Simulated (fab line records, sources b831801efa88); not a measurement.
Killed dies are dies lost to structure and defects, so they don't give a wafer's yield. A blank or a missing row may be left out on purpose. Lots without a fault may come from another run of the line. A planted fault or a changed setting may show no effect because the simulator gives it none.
Which tool did it? | flow sky130 | 24 lots, 72 wafers sampled, at 6 steps of a route of 708

WHAT THE GAUGES READ, wafer by wafer
SKY_SONOS_TUNNEL_OVL_MEAS_08.
lot  | measured     | on         | SONOS_TUNNEL_OVL (nm)
L074 | day 11 00:10 | overlay-02 | -0.4 -1.1 -1.3
L075 | day 12 07:07 | overlay-01 | 2.5 2.7 1.5
L076 | day 12 04:16 | overlay-01 | 1.3 -0.6 0.7
L077 | day 12 15:25 | overlay-01 | 0.2 -0.5 1.6
L078 | day 12 12:13 | overlay-02 | -0.8 -0.6 -0.9
L079 | day 12 22:25 | overlay-02 | -1.1 1.4 0.8
L080 | day 13 03:25 | overlay-02 | 0.5 0.1 0.1
L081 | day 13 11:43 | overlay-02 | -3.2 -2.4 0.6
L082 | day 13 19:07 | overlay-02 | 2.0 3.0 1.3
L083 | day 14 06:58 | overlay-01 | -1.3 -0.1 0.0
L084 | day 14 12:07 | overlay-01 | -0.6 2.1 0.4
L085 | day 15 00:23 | overlay-02 | 0.6 -0.5 -0.2
L086 | day 15 03:52 | overlay-01 | -0.3 0.9 1.1
L087 | day 15 09:49 | overlay-02 | -0.4 -0.9 1.4
L088 | day 15 23:01 | overlay-01 | -1.6 -1.4 -0.8
L089 | day 17 09:22 | overlay-02 | 2.4 0.2 0.9
L090 | day 17 08:58 | overlay-02 | -1.5 0.6 0.4
L091 | day 17 13:01 | overlay-02 | -2.3 -1.0 -0.4
L092 | day 17 22:19 | overlay-02 | -1.7 -0.7 -0.7
L093 | day 17 17:31 | overlay-02 | -1.6 0.1 -3.1
L094 | day 17 23:31 | overlay-02 | -1.3 -1.3 -0.4
L095 | day 18 18:52 | overlay-01 | 0.8 0.6 -1.0
L096 | day 18 18:34 | overlay-01 | 0.5 1.7 1.5
L097 | day 19 10:58 | overlay-02 | 1.4 0.1 1.6

SKY_LDD_LDN_OVL_MEAS_07.
lot  | measured     | on         | LDD_LDN_OVL (nm)
L074 | day 22 10:41 | overlay-01 | 1.6 1.8 0.6
L075 | day 23 23:30 | overlay-02 | -0.3 1.7 1.0
L076 | day 23 16:08 | overlay-01 | 2.4 2.0 1.2
L077 | day 24 08:44 | overlay-01 | -0.1 0.9 0.1
L078 | day 24 03:11 | overlay-02 | 2.5 2.9 0.7
L079 | day 24 23:32 | overlay-02 | -0.4 -0.6 -0.9
L080 | day 25 04:23 | overlay-02 | 0.5 3.0 1.5
L081 | day 25 08:20 | overlay-02 | -0.3 1.6 1.2
L082 | day 25 15:32 | overlay-01 | 0.0 -0.2 -0.1
L083 | day 25 22:54 | overlay-01 | -0.6 -0.6 -1.9
L084 | day 26 21:29 | overlay-01 | 0.2 1.6 1.4
L085 | day 26 21:51 | overlay-01 | 1.1 2.3 1.5
L086 | day 27 02:17 | overlay-02 | 0.6 0.6 -0.6
L087 | day 27 03:29 | overlay-01 | 0.4 0.2 -2.4
L088 | day 27 17:00 | overlay-01 | 0.7 -0.7 -0.1
L089 | day 29 03:59 | overlay-02 | 0.8 0.8 -0.2
L090 | day 29 01:38 | overlay-02 | 0.9 2.3 3.2
L091 | day 29 07:54 | overlay-02 | 1.5 0.1 0.1
L092 | day 29 19:23 | overlay-01 | 0.0 0.8 0.1
L093 | day 29 15:23 | overlay-02 | 0.9 -1.2 -0.8
L094 | day 29 19:18 | overlay-01 | 2.7 2.1 1.9
L095 | day 30 11:17 | overlay-01 | 0.9 0.5 0.3
L096 | day 30 09:29 | overlay-01 | 1.9 0.0 -0.6
L097 | day 31 02:38 | overlay-02 | 2.6 4.1 1.0

SKY_METAL1_CD_MEAS_15: target cd 140 nm.
lot  | measured     | on        | cd_nm (nm)
L074 | day 32 06:49 | cd_sem-02 | 139.1 139.5 140.0
L075 | day 33 15:26 | cd_sem-01 | 138.6 139.3 138.8
L076 | day 33 09:14 | cd_sem-01 | 141.8 139.5 139.9
L077 | day 34 03:44 | cd_sem-02 | 138.7 139.5 139.6
L078 | day 33 22:26 | cd_sem-02 | 140.2 140.4 138.6
L079 | day 34 13:52 | cd_sem-02 | 140.9 140.4 140.5
L080 | day 34 16:11 | cd_sem-01 | 139.5 139.2 137.5
L081 | day 34 21:16 | cd_sem-02 | 138.0 140.1 140.0
L082 | day 35 03:50 | cd_sem-01 | 140.8 141.9 142.2
L083 | day 35 08:38 | cd_sem-02 | 139.2 139.0 139.3
L084 | day 36 04:08 | cd_sem-01 | 144.1 142.9 143.7
L085 | day 36 06:12 | cd_sem-01 | 138.8 139.9 138.5
L086 | day 36 06:50 | cd_sem-01 | 138.4 137.6 138.2
L087 | day 36 09:23 | cd_sem-02 | 140.0 138.8 137.4
L088 | day 36 20:26 | cd_sem-02 | 139.4 139.7 141.5
L089 | day 38 04:17 | cd_sem-02 | 139.3 140.4 139.5
L090 | day 38 02:53 | cd_sem-01 | 139.2 140.7 140.8
L091 | day 38 10:15 | cd_sem-01 | 141.6 141.8 139.7
L092 | day 38 19:47 | cd_sem-01 | 139.3 138.9 138.5
L093 | day 38 17:23 | cd_sem-02 | 141.6 140.6 140.8
L094 | day 38 18:08 | cd_sem-02 | 139.0 136.7 138.4
L095 | day 39 09:26 | cd_sem-02 | 139.4 139.4 139.6
L096 | day 39 07:32 | cd_sem-02 | 140.9 138.4 138.5
L097 | day 39 22:37 | cd_sem-01 | 137.9 141.2 139.5

WHICH TOOL RAN EACH LOT (tool, then ch and the chambers of the sampled wafers, then the start)
lot  | SKY_FIELD_ISO_STRIP_16              | SKY_SPACER_ETCHBACK_02             | SKY_LI_CONTACT_SPUTTER_20
L074 | plasma_asher-02 ch 0,1, day 2 04:55 | rie_diel-04 ch 1,3, day 22 12:48   | pvd_sputter-02, day 28 15:02
L075 | plasma_asher-02 ch 0,1, day 2 14:45 | rie_diel-01 ch 0,3, day 24 01:36   | pvd_sputter-02, day 30 03:03
L076 | plasma_asher-04 ch 0,1, day 2 15:34 | rie_diel-01 ch 0,3, day 23 18:16   | pvd_sputter-04, day 29 20:25
L077 | plasma_asher-02 ch 0,1, day 2 22:37 | rie_diel-01 ch 1,3, day 24 11:17   | pvd_sputter-04, day 30 14:39
L078 | plasma_asher-04 ch 0,1, day 3 00:25 | rie_diel-03 ch 0,1,2, day 24 07:22 | pvd_sputter-01, day 30 09:02
L079 | plasma_asher-04 ch 0,1, day 3 05:04 | rie_diel-04 ch 1,2,3, day 25 01:39 | pvd_sputter-04, day 31 02:02
L080 | plasma_asher-02 ch 0,1, day 3 13:22 | rie_diel-01 ch 0,1,3, day 25 06:30 | pvd_sputter-04, day 31 06:56
L081 | plasma_asher-02 ch 0,1, day 3 18:25 | rie_diel-04 ch 0,1,3, day 25 11:04 | pvd_sputter-04, day 31 11:04
L082 | plasma_asher-02 ch 0,1, day 3 22:40 | rie_diel-03 ch 2,3, day 25 17:39   | pvd_sputter-04, day 31 18:12
L083 | plasma_asher-04 ch 0,1, day 4 03:38 | rie_diel-01 ch 1,2, day 26 01:36   | pvd_sputter-04, day 32 01:46
L084 | plasma_asher-02 ch 0,1, day 4 10:49 | rie_diel-04 ch 0,1,3, day 26 23:36 | pvd_sputter-04, day 32 23:20
L085 | plasma_asher-01 ch 0,1, day 4 14:59 | rie_diel-03 ch 0,1, day 27 00:49   | pvd_sputter-02, day 33 01:17
L086 | plasma_asher-04 ch 0, day 4 19:31   | rie_diel-01 ch 0,1, day 27 04:24   | pvd_sputter-01, day 33 01:46
L087 | plasma_asher-01 ch 0,1, day 5 00:16 | rie_diel-04 ch 0,1,2, day 27 05:37 | pvd_sputter-01, day 33 04:12
L088 | plasma_asher-04 ch 0,1, day 5 05:29 | rie_diel-04 ch 0,1, day 27 20:42   | pvd_sputter-02, day 33 16:48
L089 | plasma_asher-01 ch 0,1, day 5 12:04 | rie_diel-04 ch 1,2,3, day 29 06:06 | pvd_sputter-04, day 34 21:10
L090 | plasma_asher-04 ch 0,1, day 5 16:25 | rie_diel-04 ch 1,2, day 29 03:45   | pvd_sputter-02, day 34 19:34
L091 | plasma_asher-01 ch 0,1, day 5 20:39 | rie_diel-01 ch 1,2,3, day 29 12:07 | pvd_sputter-02, day 35 02:58
L092 | plasma_asher-01 ch 0,1, day 6 02:13 | rie_diel-03 ch 0,1,3, day 29 22:36 | pvd_sputter-02, day 35 11:03
L093 | plasma_asher-01 ch 0,1, day 6 08:43 | rie_diel-04 ch 0,2, day 29 18:05   | pvd_sputter-02, day 35 08:13
L094 | plasma_asher-02 ch 0,1, day 6 13:35 | rie_diel-04 ch 0,1,2, day 29 21:24 | pvd_sputter-01, day 35 09:36
L095 | plasma_asher-01 ch 0,1, day 7 00:55 | rie_diel-03 ch 0,2,3, day 30 14:50 | pvd_sputter-02, day 35 23:30
L096 | plasma_asher-02 ch 0,1, day 7 01:58 | rie_diel-04 ch 0,2,3, day 30 11:36 | pvd_sputter-02, day 35 21:44
L097 | plasma_asher-01 ch 0,1, day 7 11:19 | rie_diel-03 ch 0,1, day 31 05:55   | pvd_sputter-01, day 36 15:25
- SKY_FIELD_ISO_STRIP_16: strips in O2/N2.
- SKY_SPACER_ETCHBACK_02: etches Si3N4 in CH3F/O2, stops on SiO2, time 46.7 s, target depth 45 nm.
- SKY_LI_CONTACT_SPUTTER_20: material TiN, target thk 20 nm, time 80 s.

WHAT THE TOOLS THEMSELVES READ (means of the sampled wafers that have a number; where no wafer has one, the mark that the record gives instead)
SKY_FIELD_ISO_STRIP_16.
lot  | tool            | drypump_motor_current_A (A) | oes_product_au (a.u.) | strip_time_to_endpoint_s (s)
L074 | plasma_asher-02 | 5.2                         | 0.378                 | 3.52
L075 | plasma_asher-02 | 5.4                         | 0.381                 | 3.57
L076 | plasma_asher-04 | 5.6                         | 0.378                 | 3.54
L077 | plasma_asher-02 | 5.3                         | 0.382                 | 3.55
L078 | plasma_asher-04 | 5.6                         | 0.372                 | 3.52
L079 | plasma_asher-04 | 5.6                         | 0.378                 | 3.52
L080 | plasma_asher-02 | 5.4                         | 0.373                 | 3.55
L081 | plasma_asher-02 | 5.4                         | 0.383                 | 3.57
L082 | plasma_asher-02 | 5.3                         | 0.378                 | 3.53
L083 | plasma_asher-04 | 5.9                         | 0.370                 | 3.50
L084 | plasma_asher-02 | 5.4                         | 0.379                 | 3.57
L085 | plasma_asher-01 | 5.7                         | 0.376                 | 3.54
L086 | plasma_asher-04 | 6.3                         | 0.379                 | 3.56
L087 | plasma_asher-01 | 5.5                         | 0.375                 | 3.55
L088 | plasma_asher-04 | 6.0                         | 0.381                 | 3.53
L089 | plasma_asher-01 | 5.6                         | 0.380                 | 3.55
L090 | plasma_asher-04 | 5.6                         | 0.375                 | 3.55
L091 | plasma_asher-01 | 5.7                         | 0.376                 | 3.53
L092 | plasma_asher-01 | 5.5                         | 0.376                 | 3.50
L093 | plasma_asher-01 | 5.6                         | 0.376                 | 3.48
L094 | plasma_asher-02 | 5.3                         | 0.376                 | 3.54
L095 | plasma_asher-01 | 5.5                         | 0.378                 | 3.51
L096 | plasma_asher-02 | 5.3                         | 0.377                 | 3.53
L097 | plasma_asher-01 | 5.5                         | 0.377                 | 3.56

SKY_SPACER_ETCHBACK_02.
lot  | tool        | drypump_motor_current_A (A) | oes_product_au (a.u.) | rf_fwd_power_W (W) | throttle_valve_pct (%)
L074 | rie_diel-04 | 5.9                         | 0.854                 | 394.2              | 10.566
L075 | rie_diel-01 | 6.1                         | 0.845                 | 395.9              | 10.565
L076 | rie_diel-01 | 6.1                         | 0.849                 | 396.1              | 10.562
L077 | rie_diel-01 | 6.1                         | 0.851                 | 396.9              | 10.568
L078 | rie_diel-03 | 5.7                         | 0.856                 | 397.1              | 10.575
L079 | rie_diel-04 | 5.7                         | 0.850                 | 396.2              | 10.554
L080 | rie_diel-01 | 5.9                         | 0.856                 | 396.9              | 10.564
L081 | rie_diel-04 | 5.5                         | 0.847                 | 395.1              | 10.560
L082 | rie_diel-03 | 5.8                         | 0.859                 | 396.1              | 10.560
L083 | rie_diel-01 | 5.6                         | 0.861                 | 396.2              | 10.571
L084 | rie_diel-04 | 5.5                         | 0.851                 | 395.5              | 10.554
L085 | rie_diel-03 | 5.7                         | 0.857                 | 396.4              | 10.555
L086 | rie_diel-01 | 5.5                         | 0.855                 | 396.7              | 10.560
L087 | rie_diel-04 | 5.7                         | 0.857                 | 393.6              | 10.567
L088 | rie_diel-04 | 5.8                         | 0.854                 | 393.8              | 10.572
L089 | rie_diel-04 | 5.7                         | 0.850                 | 395.5              | 10.555
L090 | rie_diel-04 | 6.1                         | 0.853                 | 393.8              | 10.569
L091 | rie_diel-01 | 6.0                         | 0.853                 | 397.9              | 10.561
L092 | rie_diel-03 | 5.7                         | 0.857                 | 397.2              | 10.571
L093 | rie_diel-04 | 5.3                         | 0.853                 | 394.3              | 10.564
L094 | rie_diel-04 | 5.7                         | 0.861                 | 393.2              | 10.562
L095 | rie_diel-03 | 5.7                         | 0.857                 | 397.0              | 10.570
L096 | rie_diel-04 | 5.3                         | 0.855                 | 394.6              | 10.559
L097 | rie_diel-03 | 5.7                         | 0.858                 | 396.5              | 10.556

SKY_LI_CONTACT_SPUTTER_20.
lot  | tool           | throttle_valve_pct (%)
L074 | pvd_sputter-02 | 28.9
L075 | pvd_sputter-02 | 28.9
L076 | pvd_sputter-04 | 29.2
L077 | pvd_sputter-04 | 29.0
L078 | pvd_sputter-01 | 30.3
L079 | pvd_sputter-04 | 29.7
L080 | pvd_sputter-04 | 29.8
L081 | pvd_sputter-04 | 29.7
L082 | pvd_sputter-04 | 30.0
L083 | pvd_sputter-04 | 29.9
L084 | pvd_sputter-04 | 29.0
L085 | pvd_sputter-02 | 28.3
L086 | pvd_sputter-01 | 30.3
L087 | pvd_sputter-01 | 31.5
L088 | pvd_sputter-02 | 29.0
L089 | pvd_sputter-04 | 29.7
L090 | pvd_sputter-02 | 29.5
L091 | pvd_sputter-02 | 29.6
L092 | pvd_sputter-02 | 28.9
L093 | pvd_sputter-02 | 28.3
L094 | pvd_sputter-01 | 30.4
L095 | pvd_sputter-02 | 29.4
L096 | pvd_sputter-02 | 28.9
L097 | pvd_sputter-01 | 31.0

THE ANSWER, worked out from the rows above alone
Rule: what is usual is taken from the lots themselves. Put in order of their means at a reading, lots are off if they are a third of the lots or fewer, leave a main group of 4 or more, and stand apart from it by a gap of 3 or more times the standard deviation of the main group's means; of several such gaps the widest counts. A main group whose means are all the same, to the digits that the tables above print for the reading, isn't used. A lot without any number at a reading at which 4 lots or more have one is off too. The other lots that the step has rows for count as sound. The gauges are gone through in route order, then the tools' own readings, and for those a lot's mean is taken as printed above. The first step at which some lot is off is used, and at that step the reading that is off furthest; a lot without a number counts as furthest.
No lot is off at any reading shown: from this, nothing can be told.

WHAT THE SIMULATOR HAD PUT IN
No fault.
